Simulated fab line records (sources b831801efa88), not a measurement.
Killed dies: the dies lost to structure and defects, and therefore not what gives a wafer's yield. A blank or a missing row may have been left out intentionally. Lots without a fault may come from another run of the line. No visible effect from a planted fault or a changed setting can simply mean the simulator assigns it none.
The tool behind it: which one?	flow gf180mcu	72 wafers from 24 lots sampled at 2 of the route's 602 steps

## WHAT THE GAUGES SHOWED, per wafer
GF_V3_BOW_MEAS_05. Usual: V3_BOW gives 120 um (standard deviation 8).
lot	measured	on	V3_BOW (um)	flag
L074	day 21 13:28	film_metro-02	115 115 110	
L075	day 21 20:32	film_metro-03	118 103 117	
L076	day 22 14:31	film_metro-03	114 125 123	
L077	day 22 20:37	film_metro-03	117 128 122	
L078	day 23 01:47	film_metro-01	117 120 125	
L079	day 23 09:06	film_metro-03	116 135 132	
L080	day 23 23:16	film_metro-03	108 125 117	
L081	day 24 02:47	film_metro-02	110 115 112	
L082	day 24 19:39	film_metro-03	127 124 128	
L083	day 24 21:41	film_metro-01	114 125 133	
L084	day 25 04:29	film_metro-03	122 118 103	
L085	day 25 17:14	film_metro-01	121 117 107	
L086	day 25 23:21	film_metro-01	109 122 109	
L087	day 26 05:05	film_metro-02	122 126 133	
L088	day 26 17:22	film_metro-02	125 112 123	
L089	day 26 17:46	film_metro-03	113 120 120	
L090	day 27 01:09	film_metro-03	101 125 106	
L091	day 27 08:35	film_metro-03	111 117 123	
L092	day 27 14:59	film_metro-01	122 121 117	
L093	day 28 00:07	film_metro-01	127 124 133	
L094	day 28 06:26	film_metro-02	120 126 119	
L095	day 28 16:59	film_metro-03	125 120 131	
L096	day 28 18:15	film_metro-01	128 116 122	
L097	day 28 22:41	film_metro-01	124 121 113	

## WHAT TOOL EACH LOT RAN ON (gives the tool, then ch and the chambers of the sampled wafers, and finally the start)
lot	GF_M3_SPUTTER_03
L074	pvd_sputter-03, day 20 11:14
L075	pvd_sputter-02, day 20 18:56
L076	pvd_sputter-02, day 21 12:52
L077	pvd_sputter-02, day 21 20:15
L078	pvd_sputter-03, day 22 01:06
L079	pvd_sputter-01, day 22 08:18
L080	pvd_sputter-02, day 22 23:33
L081	pvd_sputter-02, day 23 02:22
L082	pvd_sputter-03, day 23 17:02
L083	pvd_sputter-02, day 23 22:05
L084	pvd_sputter-02, day 24 05:54
L085	pvd_sputter-03, day 24 19:10
L086	pvd_sputter-02, day 25 00:16
L087	pvd_sputter-01, day 25 06:46
L088	pvd_sputter-02, day 25 19:02
L089	pvd_sputter-01, day 25 19:20
L090	pvd_sputter-01, day 26 02:37
L091	pvd_sputter-02, day 26 10:30
L092	pvd_sputter-01, day 26 17:19
L093	pvd_sputter-03, day 27 02:25
L094	pvd_sputter-02, day 27 09:17
L095	pvd_sputter-03, day 27 19:55
L096	pvd_sputter-02, day 27 20:45
L097	pvd_sputter-03, day 28 01:41
- GF_M3_SPUTTER_03: material Ti, target thk 10 nm, time 6.7 s.

## WHAT THE TOOLS THEMSELVES READ (means of the sampled wafers that have a number; where no wafer has one, the mark that the record gives instead)
GF_M3_SPUTTER_03. Usual: throttle_valve_pct reads 30.1 % (standard deviation 1.4).
lot	tool	throttle_valve_pct (%)	flag
L074	pvd_sputter-03	31.3	
L075	pvd_sputter-02	30.7	
L076	pvd_sputter-02	30.6	
L077	pvd_sputter-02	29.8	
L078	pvd_sputter-03	30.1	
L079	pvd_sputter-01	28.9	
L080	pvd_sputter-02	30.9	
L081	pvd_sputter-02	30.2	
L082	pvd_sputter-03	30.5	
L083	pvd_sputter-02	30.4	
L084	pvd_sputter-02	29.7	
L085	pvd_sputter-03	30.9	
L086	pvd_sputter-02	30.5	
L087	pvd_sputter-01	29.2	
L088	pvd_sputter-02	30.3	
L089	pvd_sputter-01	27.8	
L090	pvd_sputter-01	29.2	
L091	pvd_sputter-02	30.8	
L092	pvd_sputter-01	28.8	
L093	pvd_sputter-03	30.4	
L094	pvd_sputter-02	30.9	
L095	pvd_sputter-03	29.6	
L096	pvd_sputter-02	31.0	
L097	pvd_sputter-03	30.3	

## THE ANSWER, worked out from the rows above alone
Rule: lot off if the mean of its wafers having a number is beyond 3 standard deviations from the usual mean. A lot without any number at a reading at which 4 lots or more have one is off too. The other lots that the step has rows for count as sound. After the gauges, taken in route order, come the tools' own readings; for these a lot's mean is taken, as printed above. At the first step where some lot is off, the reading lying furthest off is the one used; lots without a number count as furthest.
None of the lots is off at any reading shown; this tells nothing.

## WHAT THE SIMULATOR PUT IN
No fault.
